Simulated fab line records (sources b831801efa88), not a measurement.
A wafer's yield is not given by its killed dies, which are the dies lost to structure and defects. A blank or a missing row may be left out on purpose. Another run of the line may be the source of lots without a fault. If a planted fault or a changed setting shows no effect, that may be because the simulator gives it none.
Struck lot and sound lot, side by side	flow sky130	16 steps out of a route of 708
Sound: these wafers, L357.2, L357.4, L357.5. Wafers L371.2, L371.4, L371.6 were the ones struck. The cause comes at the end.
Each step with rows lists, per side, the tool, then ch with its chambers, then its first start. Under that, the readings that differ: sound wafers	struck wafers	difference of the means	sigmas: that difference in standard deviations of wafers without a fault.
alike: words and numbers the same on both sides, and readings whose means are apart by under 2 such deviations; not compared: readings that were withheld, readings missing a value for some wafer, numbers with overlapping values and no deviation given by the record, and bounds like >300 which may hide the same value.
Wherever a step has rows on one side only, a row that says differs or no value, or a row with sigmas, the two part there. Numbers that don't overlap but have no deviation are shown without sigmas and don't part them. A reading missing from all wafers of one side parts the sides only when that side holds two or more wafers.

first, 1 step without rows for these wafers: SKY_VT_ADJUST_LVTN_IMPLANT_19.
SKY_VT_ADJUST_LVTN_STRIP_20: strips in O2/N2.
  sound on plasma_asher-02 ch 0,1, day 9 05:48; struck on plasma_asher-04 ch 0,1, day 13 02:57
  alike: drypump_motor_current_A, oes_product_au, strip_time_to_endpoint_s
  not compared: rf_hours_counter_h
SKY_VT_ADJUST_LVTN_TW_MEAS_21:
  struck on film_metro-02, day 13 03:04; sound on film_metro-04, day 9 05:55
  alike: VT_ADJUST_LVTN_2_TW
then, 7 steps without rows for these wafers: SKY_VT_ADJUST_NCORE_DEHYDRATE_00 (time 60 s); SKY_VT_ADJUST_NCORE_HMDS_01 (prime time 60 s); SKY_VT_ADJUST_NCORE_COAT_02 (resist thk 1140 nm); SKY_VT_ADJUST_NCORE_SOFTBAKE_03 (time 60 s); SKY_VT_ADJUST_NCORE_EXPOSE_04 (exposes mask LVTN COMPLEMENT THIN, target cd 380 nm); SKY_VT_ADJUST_NCORE_PEB_05; SKY_VT_ADJUST_NCORE_DEVELOP_06 (develop time 60 s).
SKY_VT_ADJUST_NCORE_CD_MEAS_07: target cd 380 nm.
  struck on cd_sem-01, day 14 05:02; sound on cd_sem-02, day 10 03:35
reading	sound	struck	difference	sigmas
cd_nm (nm)	373.9 375.3 376.5	381.5 382.7 381.3	+6.6	+3
SKY_VT_ADJUST_NCORE_OVL_MEAS_08:
  struck on overlay-02, day 14 05:08; sound on overlay-02, day 10 03:42
  alike: VT_ADJUST_NCORE_OVL
SKY_VT_ADJUST_NCORE_IMPLANT_09:
  sound on implanter-01 ch 0, day 10 03:45; struck on implanter-01 ch 0, day 14 05:12
reading	sound	struck	difference	sigmas
dose_ions_cm2	2.4006e+12 2.4012e+12 2.397e+12	2.1812e+12 2.1801e+12 2.1799e+12	-2.1920e+11	-91
faraday_current_uA	14.11 13.74 13.94	11.57 11.99 12.08	-2.05	-7
  alike: beam_energy_keV
SKY_VT_ADJUST_NCORE_STRIP_10: strips in O2/N2.
  sound on plasma_asher-03 ch 1, day 10 03:53; struck on plasma_asher-04 ch 0,1, day 14 05:19
  alike: drypump_motor_current_A, oes_product_au, strip_time_to_endpoint_s
  not compared: rf_hours_counter_h
SKY_VT_ADJUST_NCORE_TW_MEAS_11:
  struck on film_metro-01, day 14 05:40; sound on film_metro-01, day 10 03:59
reading	sound	struck	difference	sigmas
VT_ADJUST_NCORE_TW	222.7 222.8 221.7	214.5 214.3 213.9	-8.2	-7
  not compared: hold
-- a jump in the record: the struck wafers' starts before and after are 36 days apart (it breaks off in module VT_ADJUST_NCORE and resumes in module PAD_OPEN, where the first step shown is number 708 of the route) --
SKY_PAD_OPEN_PROBE_99:
  struck on prober-01, day 50 16:24; sound on prober-01, day 47 09:37
reading	sound	struck	difference	sigmas
model.etest.nfet_16v.r_on_ohm_um	1.404e+04 1.402e+04 1.391e+04	1.384e+04 1.382e+04 1.361e+04	-2.333e+02	
model.etest.nfet_16v.drive_ua_um	222.4 220.3 221.6	232.2 231.4 233.7	+11.0	
model.etest.pfet_g5v0d10v5.off_log10_a_um	-12.66 -12.82 -12.68	-13.17 -13.07 -13.25	-0.44	
model.etest.pfet_g5v0d10v5.vt_sat_v (V)	-0.6395 -0.6617 -0.6444	-0.711 -0.6979 -0.7066	-0.057	
model.etest.pfet_16v.vt_v (V)	-1.098 -1.1 -1.108	-1.165 -1.163 -1.167	-0.063	
  alike: killed_at_M0_to_M3, killed_at_M4_up, killed_at_contacts, killed_at_front_end, killed_at_other, killed_dies, killed_open, killed_short
  not compared: model.etest.pfet_g5v0d10v5.r_on_ohm_um, model.etest.res_pwell_under_gate.rs_ohm_sq, model.etest.pfet_g5v0d10v5.drive_ua_um

## WHERE THEY PART
Earliest at SKY_VT_ADJUST_NCORE_CD_MEAS_07; latest, in this record, at SKY_VT_ADJUST_NCORE_TW_MEAS_11. Later steps at which nothing parts them and some readings are alike: SKY_PAD_OPEN_PROBE_99.

WHY: whatever the simulator had introduced
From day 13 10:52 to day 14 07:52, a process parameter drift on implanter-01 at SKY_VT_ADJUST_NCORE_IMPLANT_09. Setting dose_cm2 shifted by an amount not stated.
